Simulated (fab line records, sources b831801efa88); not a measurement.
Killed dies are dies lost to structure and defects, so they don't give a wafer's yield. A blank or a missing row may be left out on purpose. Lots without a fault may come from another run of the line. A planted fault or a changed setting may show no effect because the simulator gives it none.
Chamber matching | flow gf180mcu | GF_V3_CMP_04 on cmp-02: 4 sister chambers
The step polishes SiO2. 8 wafers are shown with their chamber, then 10 later ones without.

WAFERS WITH THEIR CHAMBER
wafer  | chamber | motor_current_A (A) | time_to_endpoint_s (s)
L670.4 | 0       | 12.4                | 80
L672.6 | 0       | 12.9                | 61
L675.3 | 3       | 11.3                | 55
L675.5 | 2       | 11.4                | 87
L676.2 | 3       | 11.3                | 83
L676.5 | 1       | 12.1                | 83
L679.1 | 1       | 12.5                | 77
L679.3 | 2       | 10.4                | 90

WAFERS WITHOUT THEIR CHAMBER
wafer  | motor_current_A (A) | time_to_endpoint_s (s)
L679.4 | 13.1                | 81
L681.1 | 10.5                | 81
L681.4 | 11.7                | 85
L681.5 | 11.6                | 81
L683.1 | 13.0                | 77
L683.4 | 11.4                | 81
L683.5 | 11.7                | 90
L682.3 | 11.2                | 81
L682.4 | 12.3                | 86
L682.5 | 11.2                | 93

WHICH CHAMBER EACH WENT THROUGH
wafer  | from the rows above               | in truth
L679.4 | can't be placed: 0 or 1           | 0
L681.1 | can't be placed: 2 or 3           | 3
L681.4 | can't be placed: 1 or 3 or 2 or 0 | 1
L681.5 | can't be placed: 3 or 1 or 2 or 0 | 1
L683.1 | can't be placed: 0 or 1           | 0
L683.4 | can't be placed: 3 or 2 or 1      | 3
L683.5 | can't be placed: 1 or 2 or 3 or 0 | 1
L682.3 | can't be placed: 2 or 3 or 1      | 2
L682.4 | can't be placed: 1 or 0           | 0
L682.5 | can't be placed: 2 or 3           | 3
Placed correctly: 0 of 10. Can't be placed from these rows: 10 (the true chamber is among the candidates in 10). Placed wrongly: 0.
How it was worked out, from the rows above alone: a wafer's distance from a chamber is the root of the sum, over the readings, of the square of ((its reading less the chamber's mean) divided by the reading's scatter). The wafer belongs to the nearest chamber; if the next one is less than 2 further off, it can't be placed. A chamber's mean is the mean of its shown wafers. The scatter: the root of (the sum of the squares of (reading less its chamber's mean) over the shown wafers, divided by (wafers less chambers)).
